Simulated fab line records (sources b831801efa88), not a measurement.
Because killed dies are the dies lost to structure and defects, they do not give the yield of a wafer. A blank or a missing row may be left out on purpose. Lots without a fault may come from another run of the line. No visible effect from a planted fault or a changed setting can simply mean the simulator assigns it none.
The same fault as seen by 2 desks | flow gf180mcu | every desk sees just its own numbers, and what lay behind them comes last

THE METROLOGY DESK
Lot by lot, what the gauges showed, no matter which tool ran the lot: averages of those sampled wafers that carry a number. A lot is out of limits, marked OUT, if its mean lies more than 4 standard deviations from the usual mean; the brackets give that distance.
Columns: A = cdNm at GF_STI_CD_MEAS_12, usual 220.1 nm; B = LVPWELL_TW at GF_LVPWELL_TW_MEAS_11, usual 561; C = LVPWELL_RS at GF_VT_IMPLANT_RS_MEAS_48, usual 1197.2 ohm/sq; D = NSD_RS at GF_PSD_RS_MEAS_14, usual 46.14 ohm/sq; E = M1_OVL at GF_M1_OVL_MEAS_15, usual 0 nm
lot  | first seen here | A     | B              | C                | D     | E
L841 | day 2 02:26     | 220.6 | 553            | 1195.7           | 46.16 | -3
L842 | day 2 09:34     | 219.2 | 555            | 1196.4           | 46.17 | -4
L843 | day 2 15:34     | 219.7 | 562            | 1195.3           | 46.11 | 3
L845 | day 2 22:19     | 219.7 | 562            | 1193.8           | 46.27 | 2
L851 | day 4 06:49     | 220.5 | 575 (+4.1) OUT | 1123.2 (-25) OUT | 46.03 | -5
L852 | day 4 09:58     | 221.3 | 574            | 1123.2 (-25) OUT | 46.05 | -6
L853 | day 4 15:14     | 218.7 | 562            | 1195.6           | 46.17 | -0
L854 | day 4 20:46     | 220.5 | 565            | 1197.4           | 46.08 | 0
L856 | day 5 06:13     | 220.5 | 565            | 1196.4           | 46.21 | 1
L858 | day 5 17:26     | 223.0 | 563            | 1198.0           | 46.21 | 0
L859 | day 5 22:26     | 219.6 | 560            | 1197.2           | 46.14 | 4
L860 | day 6 05:13     | 220.7 | 563            | 1198.8           | 46.14 | 10
L864 | day 7 00:23     | 219.3 | 561            | 1196.7           | 46.17 | 6
This desk reports L851, L852 out of limits; the earliest was L851 at day 6 06:22 (LVPWELL_TW at GF_LVPWELL_TW_MEAS_11). Within limits: L841, L842, L843, L845, L853, L854, L856, L858, L859, L860, L864.

TOOL OWNER'S DESK, implanter-03
The tool's own readings at GF_LVPWELL_IMPLANT_09: means of the sampled wafers that have a number, for each lot that ran on this tool. A lot is out of limits, marked OUT, if its mean lies more than 4 standard deviations from the usual mean; the brackets give that distance.
Columns: A = beamEnergyKeV at GF_LVPWELL_IMPLANT_09, usual 60.003; B = doseIonsCm2 at GF_LVPWELL_IMPLANT_09, usual 4.998e+12; C = faradayCurrentUA at GF_LVPWELL_IMPLANT_09, usual 28.2
lot  | first seen here | A      | B                           | C
L843 | day 4 10:28     | 60.008 | 5.003e+12                   | 28.6
L845 | day 4 18:52     | 60.005 | 4.998e+12                   | 27.9
L851 | day 6 06:07     | 60.017 | 6.895e+12 (+99 or more) OUT | 39.2 (+24) OUT
L852 | day 6 10:17     | 60.002 | 6.892e+12 (+99 or more) OUT | 38.8 (+23) OUT
L864 | day 9 06:19     | 59.967 | 4.997e+12                   | 27.7
This desk's verdict: out of limits on L851, L852, starting with L851 at day 6 06:07 (doseIonsCm2 at GF_LVPWELL_IMPLANT_09). Within limits: L843, L845, L864.

TAKEN TOGETHER
On L851, L852, at day 6 06:07, an alarm was possible from the tool owner's desk.
The metrology desk could have raised an alarm at day 6 06:22, on L851, L852.
Of the lots named, all ran GF_LVPWELL_IMPLANT_09 on implanter-03.

WHAT THE SIMULATOR HAD INSERTED
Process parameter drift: implanter-03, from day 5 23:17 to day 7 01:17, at GF_LVPWELL_IMPLANT_09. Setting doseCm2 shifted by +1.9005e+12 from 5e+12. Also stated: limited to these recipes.
Lots struck among those shown: L851, L852.
Time in hours from fault onset to the first out-of-limits reading at each desk: tool owner's desk 7, metrology desk 7.
